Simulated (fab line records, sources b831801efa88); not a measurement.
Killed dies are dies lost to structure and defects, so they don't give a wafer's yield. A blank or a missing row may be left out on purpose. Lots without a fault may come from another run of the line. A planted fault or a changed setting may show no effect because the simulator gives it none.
Which tool did it? | flow gf180mcu | 13 lots, 39 wafers sampled, at 1 step of a route of 602

WHAT THE GAUGES READ, wafer by wafer
GF_STI_THK_MEAS_02.
lot  | measured    | on            | STI_OXIDATION_THK (nm)
L606 | day 1 11:41 | film_metro-02 | 9.69 9.68 9.87
L608 | day 1 22:12 | film_metro-02 | 9.77 9.78 9.98
L610 | day 2 09:02 | film_metro-02 | 9.79 9.87 9.77
L611 | day 2 17:18 | film_metro-03 | 10.00 9.94 10.15
L614 | day 3 09:58 | film_metro-02 | 9.86 10.04 9.93
L616 | day 3 15:37 | film_metro-02 | 9.67 9.53 9.63
L617 | day 3 19:56 | film_metro-02 | 9.70 9.68 9.51
L618 | day 3 23:43 | film_metro-04 | 10.31 10.05 10.10
L619 | day 4 06:51 | film_metro-04 | 10.16 10.29 10.07
L620 | day 4 15:04 | film_metro-04 | 9.76 9.98 9.84
L627 | day 5 20:31 | film_metro-03 | 9.97 9.81 9.88
L628 | day 6 01:31 | film_metro-03 | 10.05 10.41 10.06
L629 | day 6 07:36 | film_metro-02 | 9.98 10.01 10.00

WHICH TOOL RAN EACH LOT (tool, then ch and the chambers of the sampled wafers, then the start)
The record holds no process step before these readings.

WHAT THE TOOLS THEMSELVES READ (means of the sampled wafers that have a number; where no wafer has one, the mark that the record gives instead)
The record holds no such reading with a usual standard deviation.

THE ANSWER, worked out from the rows above alone
Rule: what is usual is taken from the lots themselves. Put in order of their means at a reading, lots are off if they are a third of the lots or fewer, leave a main group of 4 or more, and stand apart from it by a gap of 3 or more times the standard deviation of the main group's means; of several such gaps the widest counts. A main group whose means are all the same, to the digits that the tables above print for the reading, isn't used. A lot without any number at a reading at which 4 lots or more have one is off too. The other lots that the step has rows for count as sound. The gauges are gone through in route order, then the tools' own readings, and for those a lot's mean is taken as printed above. The first step at which some lot is off is used, and at that step the reading that is off furthest; a lot without a number counts as furthest.
No lot is off at any reading shown: from this, nothing can be told.

WHAT THE SIMULATOR HAD PUT IN
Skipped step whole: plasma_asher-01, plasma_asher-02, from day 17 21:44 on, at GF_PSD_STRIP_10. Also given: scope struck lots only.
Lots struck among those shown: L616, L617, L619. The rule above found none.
